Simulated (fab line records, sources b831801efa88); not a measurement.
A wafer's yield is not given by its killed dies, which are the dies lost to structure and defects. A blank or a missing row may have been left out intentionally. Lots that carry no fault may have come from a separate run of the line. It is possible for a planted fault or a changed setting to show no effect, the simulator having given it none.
Which tool is to blame? + flow sky130 + 72 wafers from 24 lots sampled at 4 of the route's 708 steps

== WHAT THE GAUGES READ, wafer by wafer ==
SKY_METAL3_OVL_MEAS_14.
| lot  | measured     | on         | METAL3_OVL (nm) |
|------|--------------|------------|-----------------|
| L075 | day 39 07:37 | overlay-02 | 0 2 5           |
| L077 | day 39 23:02 | overlay-01 | 4 -4 1          |
| L074 | day 40 00:39 | overlay-02 | -2 2 0          |
| L076 | day 40 01:08 | overlay-02 | -12 -10 -11     |
| L078 | day 40 02:47 | overlay-01 | 9 6 0           |
| L079 | day 40 04:35 | overlay-01 | 2 4 4           |
| L080 | day 40 09:49 | overlay-01 | -8 -5 -9        |
| L081 | day 40 17:59 | overlay-02 | 4 0 2           |
| L082 | day 41 04:49 | overlay-01 | 3 -5 -4         |
| L084 | day 41 15:08 | overlay-02 | 9 12 12         |
| L083 | day 41 16:01 | overlay-02 | 3 5 -1          |
| L085 | day 41 18:14 | overlay-01 | -2 0 7          |
| L086 | day 42 16:34 | overlay-01 | 0 -3 -1         |
| L088 | day 43 08:16 | overlay-02 | 1 -6 -4         |
| L087 | day 43 14:04 | overlay-01 | -11 -8 -3       |
| L090 | day 43 19:38 | overlay-01 | 6 6 4           |
| L089 | day 43 21:27 | overlay-02 | -2 -2 -3        |
| L092 | day 44 02:22 | overlay-01 | -4 -5 -3        |
| L091 | day 44 05:38 | overlay-02 | 8 5 11          |
| L093 | day 44 09:07 | overlay-02 | -4 -4 0         |
| L094 | day 44 16:54 | overlay-01 | -4 -7 -7        |
| L095 | day 45 01:31 | overlay-02 | 7 9 2           |
| L096 | day 45 07:14 | overlay-02 | 6 5 1           |
| L097 | day 45 12:11 | overlay-02 | -2 0 -6         |

SKY_VIA3_CD_MEAS_12 targets a cd of 200 nm.
| lot  | measured     | on        | cd nm (nm)        |
|------|--------------|-----------|-------------------|
| L075 | day 40 10:04 | cd sem-02 | 201.8 203.2 202.1 |
| L077 | day 41 01:29 | cd sem-02 | 199.2 199.0 198.2 |
| L074 | day 41 02:16 | cd sem-02 | 200.7 200.8 201.4 |
| L076 | day 41 03:25 | cd sem-02 | 200.8 199.7 199.6 |
| L078 | day 41 04:55 | cd sem-01 | 201.1 199.4 200.4 |
| L079 | day 41 05:53 | cd sem-02 | 202.1 202.3 202.4 |
| L080 | day 41 11:44 | cd sem-01 | 197.5 198.5 199.9 |
| L081 | day 41 19:46 | cd sem-01 | 203.0 201.9 203.6 |
| L082 | day 42 07:01 | cd sem-02 | 199.2 200.4 199.2 |
| L084 | day 42 15:59 | cd sem-01 | 197.2 197.5 196.6 |
| L083 | day 42 17:10 | cd sem-01 | 198.7 198.8 198.3 |
| L085 | day 42 19:20 | cd sem-01 | 200.3 201.6 200.3 |
| L086 | day 43 17:11 | cd sem-02 | 199.7 198.2 198.6 |
| L088 | day 44 08:31 | cd sem-01 | 201.9 201.8 201.6 |
| L087 | day 44 14:34 | cd sem-01 | 201.9 201.5 200.6 |
| L090 | day 44 19:52 | cd sem-01 | 200.5 201.6 199.6 |
| L089 | day 44 22:23 | cd sem-02 | 196.9 198.4 198.6 |
| L092 | day 45 02:01 | cd sem-02 | 200.6 200.9 200.6 |
| L091 | day 45 06:31 | cd sem-02 | 202.4 204.0 203.4 |
| L093 | day 45 09:32 | cd sem-02 | 200.3 200.7 201.6 |
| L094 | day 45 16:59 | cd sem-02 | 202.1 201.1 202.6 |
| L095 | day 46 01:21 | cd sem-01 | 199.6 199.0 200.2 |
| L096 | day 46 07:58 | cd sem-01 | 202.5 202.0 203.8 |
| L097 | day 46 11:56 | cd sem-02 | 198.4 198.4 199.3 |

SKY_VIA4_THK_MEAS_20: measures by xrf.
| lot  | measured     | on            | VIA4_W_THK (nm) |
|------|--------------|---------------|-----------------|
| L075 | day 43 14:29 | film metro-03 | 532 537 537     |
| L077 | day 44 05:47 | film metro-01 | 544 546 540     |
| L074 | day 44 05:54 | film metro-03 | 543 548 541     |
| L076 | day 44 07:06 | film metro-03 | 529 530 534     |
| L078 | day 44 08:11 | film metro-03 | 549 552 547     |
| L079 | day 44 08:52 | film metro-01 | 557 561 551     |
| L080 | day 44 15:34 | film metro-03 | 553 547 548     |
| L081 | day 44 23:38 | film metro-03 | 536 540 542     |
| L082 | day 45 09:58 | film metro-03 | 538 537 535     |
| L084 | day 45 16:50 | film metro-01 | 542 542 542     |
| L083 | day 45 18:55 | film metro-01 | 550 552 552     |
| L085 | day 45 20:41 | film metro-03 | 540 537 534     |
| L086 | day 46 17:34 | film metro-03 | 529 533 528     |
| L088 | day 47 07:16 | film metro-02 | 549 561 547     |
| L087 | day 47 11:53 | film metro-02 | 547 547 545     |
| L090 | day 47 18:23 | film metro-01 | 561 562 564     |
| L089 | day 47 20:25 | film metro-01 | 552 569 551     |
| L092 | day 47 21:45 | film metro-01 | 553 558 552     |
| L091 | day 48 03:06 | film metro-02 | 543 555 545     |
| L093 | day 48 04:12 | film metro-03 | 538 539 544     |
| L094 | day 48 12:38 | film metro-03 | 550 537 556     |
| L095 | day 48 19:15 | film metro-03 | 549 541 541     |
| L096 | day 49 00:29 | film metro-03 | 543 532 537     |
| L097 | day 49 03:17 | film metro-02 | 543 535 543     |

== TOOL THAT RAN EACH LOT (tool first, then ch and the chambers of the sampled wafers, then the start) ==
| lot  | SKY_CONTACT_CMP_27            |
|------|-------------------------------|
| L075 | cmp-02 ch 1,2, day 32 12:12   |
| L077 | cmp-02 ch 0,3, day 33 05:46   |
| L074 | cmp-01 ch 1,3, day 33 06:05   |
| L076 | cmp-02 ch 0,1,2, day 33 07:06 |
| L078 | cmp-02 ch 0,1,3, day 33 08:10 |
| L079 | cmp-01 ch 0,1,2, day 33 10:24 |
| L080 | cmp-01 ch 0,2, day 33 16:09   |
| L081 | cmp-01 ch 0,2,3, day 34 00:56 |
| L082 | cmp-02 ch 0,2, day 34 12:37   |
| L084 | cmp-01 ch 1,2, day 34 23:46   |
| L083 | cmp-02 ch 1,3, day 35 02:01   |
| L085 | cmp-02 ch 0,1, day 35 04:19   |
| L086 | cmp-01 ch 1,2, day 36 02:53   |
| L088 | cmp-02 ch 0,1,2, day 36 21:33 |
| L087 | cmp-01 ch 0,2,3, day 37 04:12 |
| L090 | cmp-02 ch 0,1,3, day 37 08:44 |
| L089 | cmp-01 ch 1,2, day 37 10:47   |
| L092 | cmp-01 ch 0,1,3, day 37 16:54 |
| L091 | cmp-01 ch 1,2,3, day 37 21:32 |
| L093 | cmp-01 ch 1,2, day 38 02:28   |
| L094 | cmp-02 ch 0,1, day 38 09:27   |
| L095 | cmp-02 ch 0,2, day 38 20:45   |
| L096 | cmp-02 ch 0,1, day 39 00:43   |
| L097 | cmp-02 ch 0,1,3, day 39 05:54 |
- SKY_CONTACT_CMP_27: polishes, stops on SiO2, t overpolish 15 s, target thk 0 nm.

== WHAT THE TOOLS THEMSELVES READ (means of the sampled wafers that have a number; where no wafer has one, the mark that the record gives instead) ==
SKY_CONTACT_CMP_27.
| lot  | tool   | motor current A (A) | overpolish run s (s) | time to endpoint s (s) |
|------|--------|---------------------|----------------------|------------------------|
| L075 | cmp-02 | 12.4                | 14.998               | 82                     |
| L077 | cmp-02 | 9.8                 | 15.000               | 84                     |
| L074 | cmp-01 | 12.0                | 14.995               | 82                     |
| L076 | cmp-02 | 11.6                | 14.995               | 83                     |
| L078 | cmp-02 | 10.5                | 14.996               | 85                     |
| L079 | cmp-01 | 12.1                | 14.999               | 86                     |
| L080 | cmp-01 | 11.3                | 14.992               | 88                     |
| L081 | cmp-01 | 11.5                | 15.000               | 86                     |
| L082 | cmp-02 | 10.8                | 14.999               | 83                     |
| L084 | cmp-01 | 12.2                | 15.007               | 79                     |
| L083 | cmp-02 | 10.0                | 14.998               | 81                     |
| L085 | cmp-02 | 10.8                | 15.001               | 86                     |
| L086 | cmp-01 | 12.2                | 15.001               | 77                     |
| L088 | cmp-02 | 11.5                | 15.001               | 86                     |
| L087 | cmp-01 | 11.4                | 15.002               | 82                     |
| L090 | cmp-02 | 10.3                | 14.997               | 83                     |
| L089 | cmp-01 | 12.3                | 15.000               | 81                     |
| L092 | cmp-01 | 12.3                | 15.001               | 80                     |
| L091 | cmp-01 | 12.2                | 14.999               | 83                     |
| L093 | cmp-01 | 12.2                | 15.005               | 76                     |
| L094 | cmp-02 | 10.8                | 14.997               | 88                     |
| L095 | cmp-02 | 12.0                | 14.996               | 83                     |
| L096 | cmp-02 | 11.5                | 14.997               | 89                     |
| L097 | cmp-02 | 10.3                | 15.001               | 79                     |

== THE ANSWER, worked out from the rows above alone ==
Rule: what is usual is taken from the lots themselves. The widest of any qualifying gaps counts: lots, ordered by their means at a reading, are off when they make up no more than a third of the lots, leave a main group of 4 or more, and stand apart from it by 3 or more times the standard deviation of that group's means. A main group whose means are all the same, to the digits that the tables above print for the reading, isn't used. A lot without any number at a reading at which 4 lots or more have one is off too. All remaining lots with rows at the step are treated as sound. The gauges are gone through in route order, then the tools' own readings, and for those a lot's mean is taken as printed above. The first step at which some lot is off is used, and at that step the reading that is off furthest; a lot without a number counts as furthest.
Nothing can be told from this: no lot is off at any reading shown.

== WHAT THE SIMULATOR PUT IN ==
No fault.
